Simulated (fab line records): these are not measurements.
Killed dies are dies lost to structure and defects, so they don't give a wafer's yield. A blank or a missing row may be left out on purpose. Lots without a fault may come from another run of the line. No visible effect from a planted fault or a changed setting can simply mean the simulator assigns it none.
fab line records -- flow gf180mcu
record: lots: 13, wafers: 39, lastDay: 34
route steps=602 shown VT_IMPLANT@127
lots that met no fault: taken from a fault-free run of the same line
startH: hours from the record's opening day to when the first of the lot's shown wafers began -- waitH: how many hours have passed since the lot's step before this one -- " as in the row above -- L1.1+2: one row covering several wafers at once -- - either no value or no given start -- * or withheld: withheld -- < > ~ a bound
route shown NAME@n: a module of which the file shows steps, and the number in the route of the first -- usual: mean/standard deviation of fault-free wafers -- same: alike in all rows -- chamber/n: place in a boat -- sites: each site's reading -- _std_site: the values' standard deviation -- _edge_site: the outer-site mean with the inner-site mean subtracted -- radiusMm: for every site, how far away it sits from the centre of the wafer -- mask NAME#n: copy n -- behind: the most recent tool/chamber to have shaped the wafer -- hold: what put the lot on hold/how long, in hours/how the hold closed -- device: the n, p or np transistor that did not switch -- end of line: the same wafers' tests at the end of the route -- a step with no rows: only its recipe -- killed: not the wafer's yield, but the dies lost to structure and defects at the first sort -- map: dies across one wafer; x = killed, . = not, _ = none there
set.NAME: the run value of the setting; set.NAME@STEP: its run value at that earlier step -- model.NAME: the simulator's own value behind a step, which no gauge read
one table for each step of the route and one row for each wafer, over a sample of lots
services: a tool's chamber out of use, with start hour (startH, from the record's first day; less than 0 if before it), hours out, and reason
== steps ==
step: GF_VT_IMPLANT_EXPOSE_37
recipe: maskId: Nwell_HV_AREA, targetCdNm: 860, na: 0.6, sourceShape: conventional, sigmaOuter: 0.6, doseMj: 140
usual: exposureDoseMJCm2: 139.99/0.15
lot.wafer,tool,chamber,startH,waitH,mask,exposureDoseMJCm2
L770.3,ilineStepper-01,0,148.21,-,Nwell_HV_AREA#0,139.87
L770.4,ilineStepper-01,0,148.21,-,Nwell_HV_AREA#0,139.80
L770.5,ilineStepper-01,0,148.21,-,Nwell_HV_AREA#0,139.85
L771.1,ilineStepper-01,0,155.81,-,Nwell_HV_AREA#0,139.84
L771.3,ilineStepper-01,0,155.81,-,Nwell_HV_AREA#0,140.00
L771.4,ilineStepper-01,0,155.81,-,Nwell_HV_AREA#0,140.09
L772.2,ilineStepper-02,0,158.99,-,Nwell_HV_AREA#0,140.19
L772.3,ilineStepper-02,0,158.99,-,Nwell_HV_AREA#0,139.96
L772.6,ilineStepper-02,0,158.99,-,Nwell_HV_AREA#0,140.09
L773.1,ilineStepper-01,0,169.02,-,Nwell_HV_AREA#0,139.90
L773.2,ilineStepper-01,0,169.02,-,Nwell_HV_AREA#0,139.98
L773.6,ilineStepper-01,0,169.02,-,Nwell_HV_AREA#0,139.80
L774.1,ilineStepper-02,0,172.48,-,Nwell_HV_AREA#0,140.39
L774.3,ilineStepper-02,0,172.48,-,Nwell_HV_AREA#0,140.23
L774.5,ilineStepper-02,0,172.48,-,Nwell_HV_AREA#0,140.37
L776.1,ilineStepper-01,0,187.24,-,Nwell_HV_AREA#0,140.04
L776.2,ilineStepper-01,0,187.24,-,Nwell_HV_AREA#0,139.69
L776.4,ilineStepper-01,0,187.24,-,Nwell_HV_AREA#0,140.02
L778.3,ilineStepper-01,0,204.88,-,Nwell_HV_AREA#0,139.85
L778.4,ilineStepper-01,0,204.88,-,Nwell_HV_AREA#0,139.87
L778.5,ilineStepper-01,0,204.88,-,Nwell_HV_AREA#0,140.06
L779.1,ilineStepper-01,0,208.39,-,Nwell_HV_AREA#0,139.77
L779.4,ilineStepper-01,0,208.39,-,Nwell_HV_AREA#0,139.78
L779.5,ilineStepper-01,0,208.39,-,Nwell_HV_AREA#0,139.74
L780.3,ilineStepper-02,0,215.25,-,Nwell_HV_AREA#0,139.77
L780.5,ilineStepper-02,0,215.25,-,Nwell_HV_AREA#0,139.77
L780.6,ilineStepper-02,0,215.25,-,Nwell_HV_AREA#0,140.04
L782.2,ilineStepper-01,0,228.26,-,Nwell_HV_AREA#0,140.11
L782.5,ilineStepper-01,0,228.26,-,Nwell_HV_AREA#0,140.19
L782.6,ilineStepper-01,0,228.26,-,Nwell_HV_AREA#0,140.16
L785.3,ilineStepper-02,0,251.08,-,Nwell_HV_AREA#0,139.95
L785.4,ilineStepper-02,0,251.08,-,Nwell_HV_AREA#0,140.09
L785.6,ilineStepper-02,0,251.08,-,Nwell_HV_AREA#0,140.05
L788.1,ilineStepper-02,0,267.21,-,Nwell_HV_AREA_R1#0,140.04
L788.3,ilineStepper-02,0,267.21,-,Nwell_HV_AREA_R1#0,139.83
L788.6,ilineStepper-02,0,267.21,-,Nwell_HV_AREA_R1#0,140.12
L793.1,ilineStepper-02,0,307.33,-,Nwell_HV_AREA#0,139.76
L793.4,ilineStepper-02,0,307.33,-,Nwell_HV_AREA#0,139.83
L793.5,ilineStepper-02,0,307.33,-,Nwell_HV_AREA#0,139.80
== services ==
tool,chamber,startH,hours,kind
ilineStepper-02,0,147.29,-,calibration
ilineStepper-02,-,148.98,7.4,repair
ilineStepper-01,0,186.82,-,calibration
ilineStepper-01,-,290.50,1.7,pm
ilineStepper-02,-,301.92,1.7,pm
== key ==
firstSign: step: GF_VT_IMPLANT_EXPOSE_37, reading: mask, direction: changed
effect none on later readings
metAt GF_VT_IMPLANT_EXPOSE_37
struckLots L788
testerLeftOut L788
onsetBetween 251.08 267.21
fault: kind: wrongMask, tool: any, chamber: -, onsetH: 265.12, steps: GF_VT_IMPLANT_EXPOSE_37, auxCopy: Nwell_HV_AREA_R1#0, cdOffsetNm: -172, scope: struckLotsOnly
testerLeftOut: of these lots the tester's yield and bins aren't shown, on N5 and GAA mostly nor the transistor test; their killed dies are dies lost to structure and defects alone, not to doping, threshold or leakage, so they don't give the yield
